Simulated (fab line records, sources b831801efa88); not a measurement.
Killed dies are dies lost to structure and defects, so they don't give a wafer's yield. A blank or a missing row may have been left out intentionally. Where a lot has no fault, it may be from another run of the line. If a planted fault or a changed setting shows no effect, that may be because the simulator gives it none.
Comparing a struck lot with a sound one | flow gf180mcu | 16 out of 602 route steps
Sound: these wafers, L316.1, L316.3, L316.5. Struck: wafer L309.5 (L309.2, L309.3, from the same lot, were not struck and are left out); the cause is given at the end.
Order at every step that has rows: each side's tool, ch and its chambers, its first start. Under that, the readings that differ: sound wafers | struck wafers | difference of the means | sigmas: that difference in standard deviations of wafers without a fault.
alike: readings whose means differ by less than 2 such deviations, and words and numbers that are the same on both sides. not compared: withheld readings, readings that some wafer has no value for, bounds like >300 that may hide the same value, and numbers for which the record gives no deviation and whose values overlap.
Wherever a step has rows on one side only, a row that says differs or no value, or a row with sigmas, the two part there. When numbers do not overlap yet have no deviation, they are printed without sigmas and do not part them. A reading missing from all wafers of one side parts the sides only when that side holds two or more wafers.

GF_SAB_STRIP_13: strips in O2/N2.
  sound on plasma-asher-02 ch 0,1, day 20 06:43; struck on plasma-asher-02 ch 1, day 17 17:43
  alike: drypump-motor-current-A, heater-power-w, n2-flow-sccm, oes-product-au, strip-time-to-endpoint-s
  not compared: rf-hours-counter-h
then, 2 steps without rows for these wafers: GF_SALICIDE_CLEAN_00 (cleans in SC1/SC2, time 150 s); GF_SALICIDE_WET_ETCH_01 (etches SiO2 in dHF, target depth 5 nm, time 100 s).
GF_SALICIDE_SPUTTER_02: material Co, target thk 10 nm, time 20 s.
  sound: pvd-sputter-01 at day 20 06:55; struck: pvd-sputter-01 at day 17 17:56
  alike: throttle-valve-pct
GF_SALICIDE_SPUTTER_03: material TiN, target thk 20 nm, time 16.7 s.
  sound: pvd-sputter-01 at day 20 06:56; struck: pvd-sputter-01 at day 17 17:58
  alike: throttle-valve-pct
GF_SALICIDE_RS_MEAS_04: measurement is done with a four-point probe.
  sound: film-metro-02 at day 20 06:58; struck: film-metro-01 at day 17 18:01
  alike: SALICIDE_TIN_RS
GF_SALICIDE_THK_MEAS_05: measures by xrf.
  sound: film-metro-02 at day 20 07:05; struck: film-metro-01 at day 17 18:08
  alike: SALICIDE_TIN_THK
GF_SALICIDE_RTA_06: time 30 s.
  sound on rtp-anneal-02 ch 0, day 20 07:09; struck on rtp-anneal-02 ch 0, day 17 18:11
  alike: lamp-power-pct, wafer_temp_C_max
then, 1 step without rows for these wafers: GF_SALICIDE_WET_ETCH_07 (etches the open film in SPM, target depth 120 nm).
GF_SALICIDE_RTA_08: time 30 s.
  sound on rtp-anneal-01 ch 0, day 20 07:21; struck on rtp-anneal-01 ch 0, day 17 18:23
  alike: lamp-power-pct, wafer_temp_C_max
then, 1 step without rows for these wafers: GF_CONTACT_CVD_00 (deposits SiO2, target thk 300 nm, time 50 s).
GF_CONTACT_THK_MEAS_01:
  sound: film-metro-03 at day 20 07:29; struck: film-metro-03 at day 17 18:31
  alike: CONTACT_CVD_00_THK
GF_CONTACT_CVD_02: deposits SiO2 from TEOS, target thk 860 nm, time 95.992 s.
  sound on pecvd-03 ch 0,2, day 20 07:33; struck on pecvd-04 ch 2, day 17 18:34
  reading                                  | sound             | struck | difference | sigmas
  heater-power-w (W)                       | 642 662 719       | 915    | +241       | +3
  model.SiO2_of_CONTACT_CVD_02.thk-nm (nm) | 860.7 855.4 877.8 | 1151   | +286       |
GF_CONTACT_THK_MEAS_03:
  sound: film-metro-01 at day 20 07:37; struck: film-metro-01 at day 17 18:39
  reading                 | sound       | struck | difference | sigmas
  CONTACT_CVD_02_THK (nm) | 860 855 878 | 1150   | +286       | +20
GF_CONTACT_CMP_04: polishes SiO2.
  sound on cmp-01 ch 1,2, day 20 07:41; struck on cmp-02 ch 1, day 17 18:42
  reading                | sound       | struck | difference | sigmas
  time-to-endpoint-s (s) | 103 102 110 | 214    | +109       | +15
  alike: motor-current-A
GF_CONTACT_BOW_MEAS_05:
  sound: film-metro-01 at day 20 07:59; struck: film-metro-01 at day 17 19:01
  reading          | sound    | struck | difference | sigmas
  CONTACT_BOW (um) | 76 72 69 | 52     | -20        | -3

== WHERE THEY PART ==
Last at GF_CONTACT_BOW_MEAS_05 as far as this record goes, first at GF_CONTACT_CVD_02.

WHY: the cause the simulator had injected
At GF_CONTACT_CVD_02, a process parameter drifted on pecvd-04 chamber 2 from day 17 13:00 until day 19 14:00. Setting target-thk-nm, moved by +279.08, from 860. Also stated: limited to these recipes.
